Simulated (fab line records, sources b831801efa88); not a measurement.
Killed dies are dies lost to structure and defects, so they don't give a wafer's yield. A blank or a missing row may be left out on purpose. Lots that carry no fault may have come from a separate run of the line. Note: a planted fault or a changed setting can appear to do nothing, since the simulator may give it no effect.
Chamber matching | flow sky130 | 4 sister chambers for SKY_PAD_OPEN_ETCH_07 on rieDiel-03
The step etches the open film in CF4/O2, stops on AlCu, target depth 725 nm, time 161.1 s. 18 wafers are shown with their chamber, then 9 later ones without.

== EACH WAFER AND ITS CHAMBER ==
wafer  | chamber | drypumpMotorCurrentA (A) | oesProductAu (a.u.) | rfFwdPowerW (W)
L077.1 | 1       | 6.3                      | 0.976               | 795.1
L077.4 | 3       | 6.0                      | 0.984               | 795.0
L077.6 | 2       | 6.3                      | 0.979               | 795.5
L078.1 | 1       | 6.3                      | 0.974               | 803.0
L078.4 | 0       | 6.2                      | 0.969               | 797.8
L078.6 | 1       | 6.3                      | 0.980               | 797.3
L081.1 | 3       | 6.0                      | 0.985               | 798.3
L081.3 | 1       | 6.3                      | 0.983               | 795.7
L081.6 | 2       | 6.2                      | 0.975               | 798.3
L084.1 | 2       | 6.2                      | 0.977               | 794.0
L084.2 | 3       | 6.0                      | 0.985               | 794.0
L084.5 | 1       | 6.3                      | 0.975               | 796.3
L089.1 | 2       | 6.2                      | 0.974               | 790.3
L089.2 | 3       | 6.0                      | 0.966               | 797.7
L089.4 | 0       | 6.2                      | 0.966               | 802.1
L092.2 | 3       | 5.9                      | 0.979               | 799.4
L092.3 | 2       | 6.2                      | 0.988               | 791.5
L092.6 | 1       | 6.3                      | 0.991               | 797.8

SIGNATURES (averages over the wafers above)
reading              | chamber 0 | chamber 1 | chamber 2 | chamber 3 | scatter within a chamber
drypumpMotorCurrentA | 6.200     | 6.300     | 6.220     | 5.980     | 0.0338
oesProductAu         | 0.96750   | 0.97983   | 0.97860   | 0.97980   | 0.00654
rfFwdPowerW          | 799.950   | 797.533   | 793.920   | 796.880   | 2.82
Rule: for each reading, subtract the chamber's mean from the wafer's reading, divide by that reading's scatter and square the result; add these up over the readings and take the root, which gives the wafer's distance from the chamber. If the next closest chamber is less than 2 further off than the closest, the wafer can't be placed; otherwise it belongs to the closest. The scatter: the root of (the sum of the squares of (reading less its chamber's mean) over the shown wafers, divided by (wafers less chambers)).

== WAFERS WITHOUT THEIR CHAMBER ==
wafer  | drypumpMotorCurrentA (A) | oesProductAu (a.u.) | rfFwdPowerW (W)
L093.1 | 6.0                      | 0.977               | 795.6
L093.2 | 6.3                      | 0.978               | 794.7
L093.5 | 5.9                      | 0.987               | 795.5
L095.1 | 5.9                      | 0.970               | 799.4
L095.3 | 6.2                      | 0.973               | 798.0
L095.5 | 5.9                      | 0.995               | 797.5
L096.1 | 6.3                      | 0.987               | 800.0
L096.3 | 6.0                      | 0.961               | 797.6
L096.4 | 6.2                      | 0.983               | 796.8

== EACH ONE'S CHAMBER ==
wafer  | from the rows above          | in truth
L093.1 | 3                            | 3
L093.2 | can't be placed: 1 or 2      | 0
L093.5 | 3                            | 3
L095.1 | 3                            | 3
L095.3 | can't be placed: 0 or 2      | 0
L095.5 | 3                            | 3
L096.1 | 1                            | 1
L096.3 | 3                            | 3
L096.4 | can't be placed: 2 or 0 or 1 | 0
Correct placement for 6 of the 9. From these rows, 3 cannot be placed; in 2 the true chamber is one of the candidates. Placed wrongly: 0.
